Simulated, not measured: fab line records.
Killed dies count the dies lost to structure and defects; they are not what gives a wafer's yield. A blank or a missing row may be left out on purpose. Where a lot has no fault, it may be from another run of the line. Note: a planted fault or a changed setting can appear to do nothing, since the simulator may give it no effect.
A struck lot beside a sound one    flow sky130    14 steps out of a route of 708
Sound: wafers L379.2, L379.3, L379.4. Struck: wafers L383.1, L383.2, L383.4. The cause is named last.
For every step that has rows: the tool of each side, followed by ch and its chambers, followed by its first start. Under that, the readings that differ: sound wafers    struck wafers    difference of the means    sigmas: that difference in standard deviations of wafers without a fault.
alike: a reading whose means differ by less than 2 such deviations, as well as words and numbers matching on both sides. not compared: withheld readings; readings where some wafer has no value; bounds like >300 that might hide an equal value; numbers whose values overlap and for which the record gives no deviation.
A row with sigmas, a row that says differs or no value, or rows on one side alone: a step with any of these is where the two part. When numbers do not overlap yet have no deviation, they are printed without sigmas and do not part them. Lack of a reading on every wafer of one side parts them only where that side has two or more wafers.

first, 2 steps without rows for these wafers: SKY_POLY_CUT_PEB_06; SKY_POLY_CUT_DEVELOP_07 (develop time 60 s).
SKY_POLY_CUT_CD_MEAS_08: target cd 270 nm.
  sound on cd sem-01 at day 26 17:52; struck on cd sem-02 at day 28 05:20
  alike: cd nm
SKY_POLY_CUT_OVL_MEAS_09:
  sound on overlay-01 at day 26 17:58; struck on overlay-02 at day 28 05:27
  alike: POLY_CUT_OVL
SKY_POLY_CUT_ETCH_10: etches BARC in N2/H2, stops on SiO2, time 45.9 s, target depth 60 nm.
  sound on rie diel-01 ch 1,2,3, day 26 18:00; struck on rie diel-01 ch 1,2,3, day 28 05:29
reading                 sound                 struck                difference  sigmas
throttle valve pct (%)  13.253 13.222 13.233  13.226 13.215 13.201  -0.022      -3
  alike: drypump motor current A, oes product au
  not compared: rf hours counter h
SKY_POLY_CUT_ETCH_11: etches Si3N4 in CF4/CH2F2/Ar, stops on poly-Si, time 42.5 s, target depth 60 nm.
  sound on rie diel-01 ch 1,2,3, day 26 18:02; struck on rie diel-01 ch 1,2,3, day 28 05:31
  alike: drypump motor current A, oes product au, throttle valve pct
  not compared: rf hours counter h
SKY_POLY_CUT_STRIP_12: strips in O2/N2.
  sound on plasma asher-02 ch 0,1, day 26 18:05; struck on plasma asher-02 ch 0,1, day 28 05:34
  alike: drypump motor current A, oes product au, strip time to endpoint s
  not compared: rf hours counter h
then, 5 steps without rows for these wafers: SKY_SD_P_DEHYDRATE_00 (time 60 s); SKY_SD_P_HMDS_01 (prime time 60 s); SKY_SD_P_COAT_02 (resist thk 1140 nm); SKY_SD_P_SOFTBAKE_03 (time 60 s); SKY_SD_P_EXPOSE_04 (exposes mask PSDM, target cd 380 nm).
SKY_SD_P_PEB_05:
  struck on litho track-03, day 29 09:31; sound on litho track-04 ch 0, day 27 22:17
reading          sound           struck  difference                     sigmas
exhaust pa (Pa)  45.0 45.8 44.9  - - -   no value on the struck wafers  
  not compared: chill plate temp C
then, 1 step without rows for these wafers: SKY_SD_P_DEVELOP_06 (develop time 60 s).

WHERE THEY PART
Earliest at SKY_POLY_CUT_ETCH_10; latest, in this record, at SKY_SD_P_PEB_05.

WHY: whatever the simulator had introduced
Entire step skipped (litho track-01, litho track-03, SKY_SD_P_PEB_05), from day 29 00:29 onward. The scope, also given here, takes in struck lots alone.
